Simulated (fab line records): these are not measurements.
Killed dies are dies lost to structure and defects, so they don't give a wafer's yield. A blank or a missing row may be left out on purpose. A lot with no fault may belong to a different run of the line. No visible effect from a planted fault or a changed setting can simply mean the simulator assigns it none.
Check for tools in common / flow sky130 / Sampled: 11 lots, 33 wafers

WHAT PROMPTED THE OPENING
At SKY_NWELL_TW_MEAS_15 the reading NWELL_TW is flagged on 1 of 11 lots. No-fault wafers: 1817, standard deviation 20.
Rule: a lot is flagged in two cases, either no wafer of it has a number, or all its wafers with numbers fall more than 4 standard deviations from that mean. All remaining lots are regarded as sound.

lot=L268; measured=day 5 00:36; on=film metro-02; NWELL_TW, wafer by wafer=1817 1815 1812; flag=
lot=L269; measured=day 5 11:17; on=film metro-03; NWELL_TW, wafer by wafer=1843 1847 1848; flag=
lot=L270; measured=day 5 19:02; on=film metro-04; NWELL_TW, wafer by wafer=1796 1797 1794; flag=
lot=L273; measured=day 6 08:18; on=film metro-03; NWELL_TW, wafer by wafer=1847 1834 1841; flag=
lot=L274; measured=day 6 14:17; on=film metro-02; NWELL_TW, wafer by wafer=1828 1816 1824; flag=
lot=L275; measured=day 6 18:35; on=film metro-04; NWELL_TW, wafer by wafer=1796 1787 1788; flag=
lot=L276; measured=day 7 01:24; on=film metro-02; NWELL_TW, wafer by wafer=30 30 30; flag=FLAGGED
lot=L287; measured=day 10 01:24; on=film metro-02; NWELL_TW, wafer by wafer=1826 1818 1814; flag=
lot=L286; measured=day 10 01:48; on=film metro-04; NWELL_TW, wafer by wafer=1801 1792 1799; flag=
lot=L288; measured=day 10 01:54; on=film metro-03; NWELL_TW, wafer by wafer=1840 1836 1840; flag=
lot=L289; measured=day 10 07:49; on=film metro-02; NWELL_TW, wafer by wafer=1816 1824 1815; flag=
The mean of the flagged lots' numbers is 30, -1787 from the usual (-89 standard deviations).

TOOL THAT RAN EACH LOT
2 process steps preceding the reading are held in the record, out of 708 steps in the route. Read each cell as the tool, then ch plus the chambers that the sampled wafers visited, then the start.
lot=L268; flag=; SKY_NWELL_EXPOSE_07=iline stepper-01 ch 0, day 4 15:58; SKY_NWELL_STRIP_14=plasma asher-04 ch 0,1, day 5 00:30
lot=L269; flag=; SKY_NWELL_EXPOSE_07=iline stepper-02 ch 0, day 5 01:55; SKY_NWELL_STRIP_14=plasma asher-02 ch 0,1, day 5 11:11
lot=L270; flag=; SKY_NWELL_EXPOSE_07=iline stepper-02 ch 0, day 5 09:11; SKY_NWELL_STRIP_14=plasma asher-02 ch 0,1, day 5 18:56
lot=L273; flag=; SKY_NWELL_EXPOSE_07=iline stepper-02 ch 0, day 5 23:33; SKY_NWELL_STRIP_14=plasma asher-04 ch 0,1, day 6 08:11
lot=L274; flag=; SKY_NWELL_EXPOSE_07=iline stepper-02 ch 0, day 6 05:17; SKY_NWELL_STRIP_14=plasma asher-04 ch 0,1, day 6 14:11
lot=L275; flag=; SKY_NWELL_EXPOSE_07=iline stepper-01 ch 0, day 6 08:32; SKY_NWELL_STRIP_14=plasma asher-04 ch 0,1, day 6 18:29
lot=L276; flag=FLAGGED; SKY_NWELL_EXPOSE_07=iline stepper-02 ch 0, day 6 14:56; SKY_NWELL_STRIP_14=plasma asher-04 ch 0,1, day 7 01:17
lot=L287; flag=; SKY_NWELL_EXPOSE_07=iline stepper-01 ch 0, day 9 14:26; SKY_NWELL_STRIP_14=plasma asher-02 ch 0,1, day 10 01:17
lot=L286; flag=; SKY_NWELL_EXPOSE_07=iline stepper-01 ch 0, day 9 14:40; SKY_NWELL_STRIP_14=plasma asher-04 ch 0,1, day 10 01:42
lot=L288; flag=; SKY_NWELL_EXPOSE_07=iline stepper-01 ch 0, day 9 15:04; SKY_NWELL_STRIP_14=plasma asher-02 ch 0,1, day 10 01:48
lot=L289; flag=; SKY_NWELL_EXPOSE_07=iline stepper-02 ch 0, day 9 21:08; SKY_NWELL_STRIP_14=plasma asher-02 ch 1, day 10 07:42
These steps, and what they do:
- SKY_NWELL_EXPOSE_07: exposes mask NWM, target cd 840 nm.
- SKY_NWELL_STRIP_14: strips in O2/N2.
- SKY_NWELL_TW_MEAS_15

FLAGGED OVER TOTAL, TOOL BY TOOL (the gauges that took the reading come last)
step=SKY_NWELL_EXPOSE_07; tool=iline stepper-01; lots run=5; flagged=0; share of the flagged lots=none; sound lots run after its first flagged lot=-
step=SKY_NWELL_EXPOSE_07; tool=iline stepper-02; lots run=6; flagged=1; share of the flagged lots=all; sound lots run after its first flagged lot=1 (L289)
step=SKY_NWELL_STRIP_14; tool=plasma asher-02; lots run=5; flagged=0; share of the flagged lots=none; sound lots run after its first flagged lot=-
step=SKY_NWELL_STRIP_14; tool=plasma asher-04; lots run=6; flagged=1; share of the flagged lots=all; sound lots run after its first flagged lot=1 (L286)
step=SKY_NWELL_TW_MEAS_15; tool=film metro-02; lots run=5; flagged=1; share of the flagged lots=all; sound lots run after its first flagged lot=2 (L287,L289)
step=SKY_NWELL_TW_MEAS_15; tool=film metro-03; lots run=3; flagged=0; share of the flagged lots=none; sound lots run after its first flagged lot=-
step=SKY_NWELL_TW_MEAS_15; tool=film metro-04; lots run=3; flagged=0; share of the flagged lots=none; sound lots run after its first flagged lot=-

WHAT THE TABLE PERMITS
Every flagged lot was run by 3 rows of the table: iline stepper-02 at SKY_NWELL_EXPOSE_07, plasma asher-04 at SKY_NWELL_STRIP_14 and film metro-02 at SKY_NWELL_TW_MEAS_15.
- iline stepper-02 at SKY_NWELL_EXPOSE_07: 1 of its 6 lots flagged. Sound lots followed the first flagged one (L289) on it, something a lasting fault affecting the whole tool could not allow.
- plasma asher-04 at SKY_NWELL_STRIP_14: 1 of its 6 lots flagged. Sound lots followed the first flagged one (L286) on it, something a lasting fault affecting the whole tool could not allow.
- film metro-02 at SKY_NWELL_TW_MEAS_15: 1 of its 5 lots flagged. Sound lots followed the first flagged one (L287, L289) on it, something a lasting fault affecting the whole tool could not allow.
Every row of the table either missed a flagged lot or ran a sound lot after the first.

WHAT THE SIMULATOR PUT IN
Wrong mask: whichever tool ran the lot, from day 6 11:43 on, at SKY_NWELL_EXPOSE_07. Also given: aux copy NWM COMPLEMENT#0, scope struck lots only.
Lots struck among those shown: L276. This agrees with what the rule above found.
